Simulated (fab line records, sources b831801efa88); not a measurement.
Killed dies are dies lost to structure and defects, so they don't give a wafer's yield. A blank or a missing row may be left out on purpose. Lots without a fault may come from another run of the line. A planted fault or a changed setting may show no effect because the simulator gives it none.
Which tool did it? | flow sky130 | 12 lots, 36 wafers sampled, at 3 steps of a route of 708

WHAT THE GAUGES READ, wafer by wafer
SKY_VIA2_BOW_MEAS_03. Usual: VIA2_BOW 89 um, standard deviation 7.6.
lot  | measured     | on            | VIA2_BOW (um) | flag
L160 | day 36 11:04 | film_metro-04 | 87 77 101     |
L159 | day 36 11:22 | film_metro-03 | 88 94 87      |
L161 | day 37 04:09 | film_metro-04 | 81 94 87      |
L162 | day 37 10:46 | film_metro-03 | 95 96 98      |
L164 | day 38 01:31 | film_metro-03 | 83 80 90      |
L165 | day 38 05:35 | film_metro-02 | 95 90 85      |
L167 | day 38 22:23 | film_metro-03 | 90 95 96      |
L168 | day 39 01:46 | film_metro-04 | 79 78 85      |
L169 | day 39 08:25 | film_metro-03 | 94 90 80      |
L173 | day 41 03:47 | film_metro-02 | 86 90 83      |
L178 | day 42 01:39 | film_metro-03 | 80 89 88      |
L179 | day 42 08:43 | film_metro-02 | 98 106 105    |

SKY_VIA2_CD_MEAS_12: target cd 200 nm. Usual: cd_nm 200.2 nm, standard deviation 1.2.
lot  | measured     | on        | cd_nm (nm)        | flag
L160 | day 37 12:59 | cd_sem-01 | 200.0 201.9 201.8 |
L159 | day 37 13:19 | cd_sem-01 | 200.6 199.9 200.0 |
L161 | day 38 05:03 | cd_sem-01 | 199.7 197.8 199.8 |
L162 | day 38 12:28 | cd_sem-01 | 202.6 201.6 200.0 |
L164 | day 39 03:19 | cd_sem-01 | 200.3 200.8 201.3 |
L165 | day 39 06:48 | cd_sem-01 | 198.6 199.1 199.5 |
L167 | day 39 22:19 | cd_sem-01 | 200.8 201.4 200.0 |
L168 | day 40 01:52 | cd_sem-01 | 198.7 199.7 199.3 |
L169 | day 40 07:14 | cd_sem-01 | 201.2 199.3 201.2 |
L173 | day 42 03:10 | cd_sem-01 | 200.0 200.4 200.7 |
L178 | day 43 00:51 | cd_sem-01 | 199.3 199.2 199.5 |
L179 | day 43 06:59 | cd_sem-01 | 197.7 198.5 198.8 |

WHICH TOOL RAN EACH LOT (tool, then ch and the chambers of the sampled wafers, then the start)
lot  | SKY_VIA1_SPUTTER_20
L160 | pvd_sputter-04, day 35 07:01
L159 | pvd_sputter-03, day 35 07:11
L161 | pvd_sputter-02, day 36 00:20
L162 | pvd_sputter-04, day 36 06:35
L164 | pvd_sputter-02, day 36 20:56
L165 | pvd_sputter-03, day 37 01:52
L167 | pvd_sputter-04, day 37 19:01
L168 | pvd_sputter-02, day 37 22:05
L169 | pvd_sputter-03, day 38 05:08
L173 | pvd_sputter-03, day 39 20:34
L178 | pvd_sputter-03, day 40 23:56
L179 | pvd_sputter-02, day 41 05:50
- SKY_VIA1_SPUTTER_20: material TiN, target thk 20 nm, time 80 s.

WHAT THE TOOLS THEMSELVES READ (means of the sampled wafers that have a number; where no wafer has one, the mark that the record gives instead)
SKY_VIA1_SPUTTER_20. Usual: chamber_pressure_pa 4.999 Pa, standard deviation 0.01; throttle_valve_pct 29.8 %, standard deviation 0.99.
lot  | tool           | chamber_pressure_pa (Pa) | throttle_valve_pct (%) | flag
L160 | pvd_sputter-04 | 5.001                    | 30.0                   |
L159 | pvd_sputter-03 | 5.005                    | 29.3                   |
L161 | pvd_sputter-02 | 5.010                    | 30.4                   |
L162 | pvd_sputter-04 | 5.006                    | 30.1                   |
L164 | pvd_sputter-02 | 4.995                    | 30.3                   |
L165 | pvd_sputter-03 | 5.005                    | 29.3                   |
L167 | pvd_sputter-04 | 5.004                    | 30.0                   |
L168 | pvd_sputter-02 | 4.995                    | 31.4                   |
L169 | pvd_sputter-03 | 5.001                    | 29.9                   |
L173 | pvd_sputter-03 | 4.993                    | 29.3                   |
L178 | pvd_sputter-03 | 4.993                    | 29.3                   |
L179 | pvd_sputter-02 | 4.999                    | 30.1                   |

THE ANSWER, worked out from the rows above alone
Rule: a lot is off if the mean of its wafers that have a number lies more than 3 standard deviations from the usual mean. A lot without any number at a reading at which 4 lots or more have one is off too. The other lots that the step has rows for count as sound. The gauges are gone through in route order, then the tools' own readings, and for those a lot's mean is taken as printed above. The first step at which some lot is off is used, and at that step the reading that is off furthest; a lot without a number counts as furthest.
No lot is off at any reading shown: from this, nothing can be told.

WHAT THE SIMULATOR HAD PUT IN
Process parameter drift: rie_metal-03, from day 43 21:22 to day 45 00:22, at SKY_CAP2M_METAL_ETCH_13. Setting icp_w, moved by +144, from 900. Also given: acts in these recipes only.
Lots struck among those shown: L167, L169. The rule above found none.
